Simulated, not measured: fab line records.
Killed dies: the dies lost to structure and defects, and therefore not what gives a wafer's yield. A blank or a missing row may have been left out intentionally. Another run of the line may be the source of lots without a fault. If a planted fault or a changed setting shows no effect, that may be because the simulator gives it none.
Lot-split experiment + flow sfq-line + 23 wafers read across 5 lots, on a route 325 steps long

== ON THE SPLIT ==
At SFQ_TRILAYER_I2_VIA_LITHO_COAT_072 (resist thk 62 nm), the setting resist-thk-nm was moved away from the recipe's 62 nm on 6 of the 23 wafers read, by -3.4% to +5.2%. The other wafers ran this setting at the recipe's value.

The reading comes from the split's own step.

== THE READING ==
BARC_of_TRILAYER_I2_VIA_LITHO_COAT_072.thk-nm (the simulator's own value, which no gauge read), in nm, at SFQ_TRILAYER_I2_VIA_LITHO_COAT_072 (resist thk 62 nm). The file gives no usual value for it. Across the 17 wafers here that went through the recipe, the average is 62.04 nm and the standard deviation 0.17 nm.

| wafer  | tool, chamber at the split | resist-thk-nm as run, nm | against the recipe | BARC_of_TRILAYER_I2_VIA_LITHO_COAT_072.thk-nm, nm | against lot-mates on the recipe |
|--------|----------------------------|--------------------------|--------------------|---------------------------------------------------|---------------------------------|
| L074.2 | litho-track-04, 0          | 62                       | recipe             | 62.2                                              | -                               |
| L074.3 | litho-track-04, 0          | 62                       | recipe             | 62.15                                             | -                               |
| L074.5 | litho-track-04, 0          | 62                       | recipe             | 62.06                                             | -                               |
| L076.1 | litho-track-01, 0          | 62                       | recipe             | 62.05                                             | -                               |
| L076.2 | litho-track-01, 0          | 62                       | recipe             | 62.13                                             | -                               |
| L076.3 | litho-track-01, 0          | 65.21                    | +5.2%              | 65.38                                             | +3.24                           |
| L076.4 | litho-track-01, 0          | 62                       | recipe             | 62.24                                             | -                               |
| L076.6 | litho-track-01, 0          | 65.21                    | +5.2%              | 65.39                                             | +3.25                           |
| L080.1 | litho-track-03, 0          | 63.63                    | +2.6%              | 63.86                                             | +1.65                           |
| L080.2 | litho-track-03, 0          | 62                       | recipe             | 62.12                                             | -                               |
| L080.3 | litho-track-03, 0          | 62                       | recipe             | 62.36                                             | -                               |
| L080.4 | litho-track-03, 0          | 62                       | recipe             | 62.15                                             | -                               |
| L080.5 | litho-track-03, 0          | 63.63                    | +2.6%              | 63.74                                             | +1.53                           |
| L083.1 | litho-track-03, 0          | 62                       | recipe             | 62.02                                             | -                               |
| L083.2 | litho-track-03, 0          | 62                       | recipe             | 61.8                                              | -                               |
| L083.3 | litho-track-03, 0          | 59.91                    | -3.4%              | 59.73                                             | -2.10                           |
| L083.5 | litho-track-03, 0          | 59.91                    | -3.4%              | 59.72                                             | -2.11                           |
| L083.6 | litho-track-03, 0          | 62                       | recipe             | 61.67                                             | -                               |
| L084.2 | litho-track-03, 0          | 62                       | recipe             | 61.91                                             | -                               |
| L084.3 | litho-track-03, 0          | 62                       | recipe             | 62.02                                             | -                               |
| L084.4 | litho-track-03, 0          | 62                       | recipe             | 61.95                                             | -                               |
| L084.5 | litho-track-03, 0          | 62                       | recipe             | 61.79                                             | -                               |
| L084.6 | litho-track-03, 0          | 62                       | recipe             | 62.01                                             | -                               |

FIT RESULTS
A straight line over all 23 wafers: BARC_of_TRILAYER_I2_VIA_LITHO_COAT_072.thk-nm changes by +0.661 nm for each +1% of resist-thk-nm; r = +0.99; the points scatter about the line by 0.16 nm.
The same after taking each lot's own level away (the mean of its wafers on the recipe; 23 wafers): +0.623 nm for each +1%; r = +1.00; scatter 0.091 nm.
On that fit, the largest move of resist-thk-nm shifts the reading by 3.2 nm.
From 61.830 to 62.210 nm: that is the span of the lots' own levels, equal to 2.2 times the standard deviation above.
The two slopes are in agreement: the lot-to-lot level therefore moves the slope only a little.
Check: +3.22 nm against its lot-mates is what the line predicts for one of the wafers moved furthest among these (+5.2%) when that wafer is left out of the fit. It came out at +3.24 nm against them.

== OTHER SPLITS APPLIED TO THESE WAFERS ==
Other splits were also applied to these wafers ahead of the reading. Each is held against what the fit with the lots' levels taken away leaves over:
| other split on the same wafers                   | wafers away from the commonest value | r with BARC_of_TRILAYER_I2_VIA_LITHO_COAT_072.thk-nm (lot level and that fit taken away) |
|--------------------------------------------------|--------------------------------------|------------------------------------------------------------------------------------------|
| SFQ_TRILAYER_INCOMING_OXIDATION_002 temp-c       | 15                                   | +0.08                                                                                    |
| SFQ_TRILAYER_L0_VIA_LITHO_COAT_018 spin-rpm      | 7                                    | -0.38                                                                                    |
| SFQ_TRILAYER_L0_VIA_LITHO_COAT_013 resist-thk-nm | 5                                    | +0.18                                                                                    |
| SFQ_TRILAYER_M0_DEP_SPUTTER_019 time-s           | 7                                    | -0.24                                                                                    |
| SFQ_TRILAYER_I2_CMP_CMP_064 leave-above-ref-nm   | 7                                    | +0.19                                                                                    |

== THE FILE'S OWN FIT ==
BARC_of_TRILAYER_I2_VIA_LITHO_COAT_072.thk-nm changes by +0.623 nm for each +1% of resist-thk-nm, r = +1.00.
